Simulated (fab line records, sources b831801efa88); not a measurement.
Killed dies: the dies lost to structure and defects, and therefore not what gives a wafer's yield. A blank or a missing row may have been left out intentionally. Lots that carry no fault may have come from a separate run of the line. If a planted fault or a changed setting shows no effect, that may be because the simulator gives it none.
Chamber matching -- flow gf180mcu -- GF_V4_CMP_26 on cmp-01 has 4 sister chambers
The step polishes, stops on SiO2, t overpolish 15 s, target thk 0 nm. 27 wafers are shown with their chamber, then 12 later ones without.

## EACH WAFER AND ITS CHAMBER
wafer,chamber,time_to_endpoint_s (s),motor_current_A (A),slurry_filter_dp_kPa (kPa)
L074.2,2,79,10.4,13.72
L074.4,1,81,11.2,13.68
L074.6,0,85,10.7,13.44
L077.2,3,90,11.0,13.56
L077.3,1,84,10.7,13.55
L077.6,0,88,11.1,13.62
L079.2,0,86,11.1,13.56
L079.5,3,86,10.3,13.58
L079.6,0,87,11.2,13.29
L086.1,2,83,10.5,13.63
L086.3,3,89,10.7,13.34
L086.4,1,83,10.8,13.32
L088.2,3,92,10.6,13.51
L088.4,1,85,10.9,13.68
L088.6,3,90,10.7,13.39
L089.1,1,83,11.2,13.85
L089.2,0,87,10.9,13.34
L089.3,2,80,10.9,13.65
L090.2,0,90,10.8,13.61
L090.4,2,84,10.4,13.43
L090.5,0,90,11.0,13.61
L091.1,1,82,10.7,13.43
L091.3,0,89,10.8,13.60
L091.5,3,88,10.2,13.36
L093.1,1,84,10.7,13.58
L093.4,0,89,11.2,13.74
L093.5,1,82,11.0,13.68

SIGNATURES (means of the wafers above)
reading,chamber 0,chamber 1,chamber 2,chamber 3,scatter within a chamber
time_to_endpoint_s,87.89,83.00,81.50,89.17,1.8
motor_current_A,10.978,10.900,10.550,10.583,0.228
slurry_filter_dp_kPa,13.5344,13.5962,13.6075,13.4567,0.142
Rule: for each reading, subtract the chamber's mean from the wafer's reading, divide by that reading's scatter and square the result; add these up over the readings and take the root, which gives the wafer's distance from the chamber. If the next closest chamber is less than 2 further off than the closest, the wafer can't be placed; otherwise it belongs to the closest. The scatter: take each reading less its chamber's mean, square it, sum over the shown wafers, divide by the number of wafers less the number of chambers, and take the root.

## WAFERS WITH NO CHAMBER GIVEN
wafer,time_to_endpoint_s (s),motor_current_A (A),slurry_filter_dp_kPa (kPa)
L092.1,89,11.0,13.56
L092.2,81,11.0,13.45
L092.5,86,10.0,13.58
L094.1,81,10.1,13.45
L094.2,82,10.9,13.53
L094.3,90,11.4,13.41
L095.1,85,10.4,13.33
L095.3,80,10.3,13.43
L095.6,86,10.8,13.53
L096.3,96,10.5,13.55
L096.4,84,10.7,13.31
L096.5,89,10.7,13.60

## CHAMBER TAKEN BY EACH
wafer,from the rows above,in truth
L092.1,can't be placed: 0 or 3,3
L092.2,can't be placed: 1 or 2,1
L092.5,can't be placed: 3 or 2 or 1 or 0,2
L094.1,can't be placed: 2 or 1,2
L094.2,can't be placed: 1 or 2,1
L094.3,can't be placed: 0 or 3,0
L095.1,can't be placed: 3 or 2 or 1 or 0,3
L095.3,can't be placed: 2 or 1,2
L095.6,can't be placed: 0 or 1 or 3 or 2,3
L096.3,can't be placed: 3 or 0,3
L096.4,can't be placed: 1 or 2 or 0 or 3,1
L096.5,can't be placed: 3 or 0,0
0 of 12 placed correctly. These rows do not allow placing 12 (true chamber among the candidates in 12). Wrongly placed: 0.
